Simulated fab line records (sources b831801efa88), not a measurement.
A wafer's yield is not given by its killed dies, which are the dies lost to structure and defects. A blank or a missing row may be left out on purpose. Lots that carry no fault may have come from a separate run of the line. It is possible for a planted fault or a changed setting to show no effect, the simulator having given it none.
Comparing a struck lot with a sound one :: flow sky130 :: 17 out of 708 route steps
Sound: wafers L122.1, L122.2, L122.6. Struck: wafers L132.2, L132.3, L132.5. The cause is given at the end.
Order at every step that has rows: each side's tool, ch and its chambers, its first start. Under that, the readings that differ: sound wafers :: struck wafers :: difference of the means :: sigmas: that difference in standard deviations of wafers without a fault.
alike: a reading whose means differ by less than 2 such deviations, as well as words and numbers matching on both sides. not compared: withheld readings; readings where some wafer has no value; bounds like >300 that might hide an equal value; numbers whose values overlap and for which the record gives no deviation.
Wherever a step has rows on one side only, a row that says differs or no value, or a row with sigmas, the two part there. When numbers do not overlap yet have no deviation, they are printed without sigmas and do not part them. A reading missing from all wafers of one side parts the sides only when that side holds two or more wafers.

first, 3 steps without rows for these wafers: SKY_SONOS_ONO_WET_ETCH_18 (etches Si3N4 in H3PO4, target depth 15 nm, time 172 s); SKY_GATE_OXIDE_CLEAN_00 (cleans in SC1/SC2, time 150 s); SKY_GATE_OXIDE_OXIDATION_01 (stabilise 600 s, purge 300 s, target thk 10.268 nm).
SKY_GATE_OXIDE_THK_MEAS_02:
  sound: film metro-01 at day 14 08:41; struck: film metro-02 at day 18 02:50
  alike: GATE_OXIDE_OXIDATION_00_THK
then, 7 steps without rows for these wafers: SKY_GATE_OXIDE_DEHYDRATE_03 (time 60 s); SKY_GATE_OXIDE_HMDS_04 (prime time 60 s); SKY_GATE_OXIDE_COAT_05 (resist thk 1140 nm); SKY_GATE_OXIDE_SOFTBAKE_06 (time 60 s); SKY_GATE_OXIDE_EXPOSE_07 (exposes mask LVOM, target cd 600 nm); SKY_GATE_OXIDE_PEB_08; SKY_GATE_OXIDE_DEVELOP_09 (develop time 60 s).
SKY_GATE_OXIDE_OVL_MEAS_10:
  sound: overlay-02 at day 15 11:28; struck: overlay-02 at day 19 09:41
  alike: GATE_OXIDE_OVL
SKY_GATE_OXIDE_IMPLANT_11:
  sound on implanter-01 ch 0, day 15 11:31; struck on implanter-01 ch 0, day 19 09:45
reading: dose ions cm2
sound: 2.6031e+12 2.6004e+12 2.6052e+12
struck: 1.7965e+12 1.7997e+12 1.7984e+12
difference: -8.0470e+11
sigmas: -99 or more

reading: faraday current uA
sound: 14.59 14.35 14.70
struck: 10.03 10.53 10.03
difference: -4.35
sigmas: -15
then, 1 step without rows for these wafers: SKY_GATE_OXIDE_WET_ETCH_12 (etches SiO2 in dHF, target depth 16.8 nm, time 336 s).
SKY_GATE_OXIDE_STRIP_13: strips in O2/N2.
  sound on plasma asher-02 ch 0,1, day 15 11:46; struck on plasma asher-04 ch 0,1, day 19 09:59
reading: oes product au (a.u.)
sound: 0.706 0.721 0.707
struck: 0.720 0.722 0.723
difference: +0.010
sigmas: +2
  alike: drypump motor current A, o2 flow sccm, strip time to endpoint s
  not compared: rf hours counter h
SKY_GATE_OXIDE_TW_MEAS_14:
  sound: film metro-04 at day 15 11:52; struck: film metro-01 at day 19 10:19
reading: GATE_OXIDE_TW
sound: 223.4 223.0 222.1
struck: 199.4 200.6 200.1
difference: -22.8
sigmas: -11
  not compared: hold
-- record jumps: 30 days separate the struck wafers' starts on either side; left off in module GATE_OXIDE, taken up again in module PAD_OPEN, whose first shown step is the route's number 708 --
SKY_PAD_OPEN_PROBE_99:
  sound: prober-01 at day 47 02:05; struck: prober-01 at day 49 15:41
reading: hold
sound: - - -
struck: await dispo/2.7h/release await dispo/2.7h/release await dispo/2.7h/release
difference: no value on the sound wafers
sigmas: 

reading: model.etest.tip p.rs ohm sq
sound: 6944 6918 6882
struck: 7443 7442 7528
difference: +556
sigmas: 

reading: model.etest.pfet_01v8.r on ohm um
sound: 2982 2887 2855
struck: 3178 3179 3213
difference: +282
sigmas: 

reading: model.etest.nfet_01v8_lvt.drive ua um
sound: 574.7 581.6 575.5
struck: 631.4 628.4 619
difference: +49.0
sigmas: 

reading: model.etest.nfet_01v8.drive ua um
sound: 500.8 509.8 505.9
struck: 552.6 551 547.9
difference: +45.0
sigmas: 

reading: model.etest.nfet_01v8_turned.drive ua um
sound: 506.2 512.3 504.8
struck: 550.5 557.2 539.1
difference: +41.2
sigmas: 

reading: model.etest.nfet_01v8_swapped.drive ua um
sound: 501.7 507.8 506.1
struck: 548.1 557 544.9
difference: +44.8
sigmas: 

reading: model.etest.sram nfet pass.drive ua um
sound: 483.5 494.9 493.2
struck: 543 546.3 529.5
difference: +49
sigmas: 

reading: model.etest.nfet_01v8.r on ohm um
sound: 831.4 806.9 808.5
struck: 791.9 790.3 804.8
difference: -19.9
sigmas: 
  alike: killed_at_M0_to_M3, killed_at_M4_up, killed at contacts, killed at front end, killed at other, killed dies, killed open, killed short

== WHERE THEY PART ==
Last at SKY_PAD_OPEN_PROBE_99 as far as this record goes, first at SKY_GATE_OXIDE_IMPLANT_11.

WHY: the cause the simulator had injected
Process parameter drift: implanter-01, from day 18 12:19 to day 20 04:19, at SKY_GATE_OXIDE_IMPLANT_11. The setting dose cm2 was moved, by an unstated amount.
